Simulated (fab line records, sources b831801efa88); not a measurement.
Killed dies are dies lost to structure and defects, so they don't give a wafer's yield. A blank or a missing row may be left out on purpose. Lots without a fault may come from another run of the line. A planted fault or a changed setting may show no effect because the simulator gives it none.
Problem report in the 8D (eight disciplines) form, filled by code | flow sky130 | the parts of the form that need people (team, actions taken, sign-off) are left out

1. THE PROBLEM
strip_time_to_endpoint_s at SKY_POLY_GATE_STRIP_18 reads a mean of 3.439 s on 2 wafers of 2 lots; wafers without a fault read 3.170 s with a standard deviation of 0.03. That is +9.0 standard deviations from the usual mean.
The step: strips in O2/N2.
First seen on wafer L596.2, day 21 01:59, on plasma_asher-02. The record holds 36 wafers of 12 lots with a number at this step. Rule for "out", or "out of limits": more than 4 standard deviations from the usual mean. The other wafers with a number count as sound.

2. WHAT IT IS AND WHAT IT IS NOT
question                    | is                               | is not
which readings at this step | strip_time_to_endpoint_s         | -
which lots                  | L596, L597                       | L585, L586, L587, L588, L590, L591, L592, L593, L603, L605
which wafers of those lots  | L596.2, L597.2                   | L596.4, L596.6, L597.3, L597.4
read on which tools         | plasma_asher-02, plasma_asher-03 | plasma_asher-01
when                        | from day 21 01:59                | up to then (26 sound wafers); but 8 sound wafers of L597, L603, L605 came after

3. SUSPECTS, AND WHAT RULES EACH OUT
Counting: a tool at a process step up to the reading stays a suspect if it ran every lot that is out. Sound lots after the first of them don't rule it out here, since some wafers of a struck lot are sound.
- rie_diel-02 at SKY_POLY_GATE_ETCH_16 (etches Si3N4 in CH3F/O2, stops on poly-Si, time 147.5 s, target depth 75 nm): kept. It ran every lot that is out, first L596 (day 21 01:49); its last sound lot up to then is L592 (day 20 02:12).
Left after counting: rie_diel-02 at SKY_POLY_GATE_ETCH_16.

4. THE CAUSE (what the simulator had put in)
Process parameter drift: rie_diel-02, from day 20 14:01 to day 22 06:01, at SKY_POLY_GATE_ETCH_16. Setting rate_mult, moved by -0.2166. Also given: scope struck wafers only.
Counting left only this tool.

5. THE CHAIN OF EFFECTS, in route order
Each row: a reading whose mean over the struck wafers that have a number lies more than 3 standard deviations from the usual. Only readings for which the record gives a usual standard deviation are gone through. hours: the time from each lot's start at the first step in this table that gives one to its start at this step, as a median over the lots. sigmas: the change in usual standard deviations.
hours | step                   | reading                  | usual   | on struck wafers | change | sigmas
0     | SKY_POLY_GATE_STRIP_18 | strip_time_to_endpoint_s | 3.170 s | 3.439            | +0.269 | +9.0
The process steps in it:
- SKY_POLY_GATE_STRIP_18: strips in O2/N2.

6. WHAT WOULD HAVE CAUGHT IT SOONER
In this record the first reading out of limits was taken at day 21 01:59, 12 hours after the fault began at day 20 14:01.
Of the tool readings at SKY_POLY_GATE_ETCH_16 for which the record gives a usual standard deviation, none was out on any struck wafer, so an alarm limit of 4 standard deviations on them would not have fired.
Of the lots that are out (2), L597 began SKY_POLY_GATE_ETCH_16 on rie_diel-02 after day 21 01:59. A hold on the tool at that time would have spared it.
